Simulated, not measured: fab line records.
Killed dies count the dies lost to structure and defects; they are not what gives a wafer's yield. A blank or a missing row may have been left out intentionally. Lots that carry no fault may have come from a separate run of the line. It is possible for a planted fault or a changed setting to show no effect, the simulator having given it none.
The tool behind it: which one?	flow sky130	6 lots with 16 wafers sampled at 2 steps, on a route of 708 steps

## WHAT THE GAUGES READ, wafer by wafer
SKY_CONTACT_THK_MEAS_01.
lot	measured	on	CONTACT_CVD_00_THK (nm)
L588	day 32 06:46	filmMetro-02	73.4 75.3 74.7
L594	day 34 21:51	filmMetro-04	75.2 76.0
L598	day 36 02:00	filmMetro-01	75.0 74.1
L602	day 37 07:49	filmMetro-01	74.9 75.2 75.7
L606	day 38 04:34	filmMetro-04	74.8 74.9 77.1
L608	day 38 13:08	filmMetro-01	74.6 74.0 74.3

## EACH LOT AND THE TOOL THAT RAN IT (in order: tool; ch and the chambers of the sampled wafers; start)
lot	SKY_CONTACT_CVD_00
L588	pecvd-02 ch 0,1, day 32 06:43
L594	pecvd-02 ch 2, day 34 21:48
L598	pecvd-02 ch 0,2, day 36 01:58
L602	pecvd-04 ch 0,1, day 37 07:46
L606	pecvd-02 ch 0,2, day 38 04:32
L608	pecvd-03 ch 0,2, day 38 13:06
- SKY_CONTACT_CVD_00: deposits Si3N4, target thk 75 nm.

## THE ANSWER, worked out from the rows above alone
Rule: the usual values come from the lots themselves. The widest of any qualifying gaps counts: lots, ordered by their means at a reading, are off when they make up no more than a third of the lots, leave a main group of 4 or more, and stand apart from it by 3 or more times the standard deviation of that group's means. Not used: any main group whose means are identical at the precision the tables above print for the reading. Also off: a lot with no number at a reading for which 4 or more lots have one. Where the step has rows for the other lots, those lots are counted as sound.
Nothing can be told from this: no lot is off at any reading shown.

## WHAT WAS PUT IN BY THE SIMULATOR
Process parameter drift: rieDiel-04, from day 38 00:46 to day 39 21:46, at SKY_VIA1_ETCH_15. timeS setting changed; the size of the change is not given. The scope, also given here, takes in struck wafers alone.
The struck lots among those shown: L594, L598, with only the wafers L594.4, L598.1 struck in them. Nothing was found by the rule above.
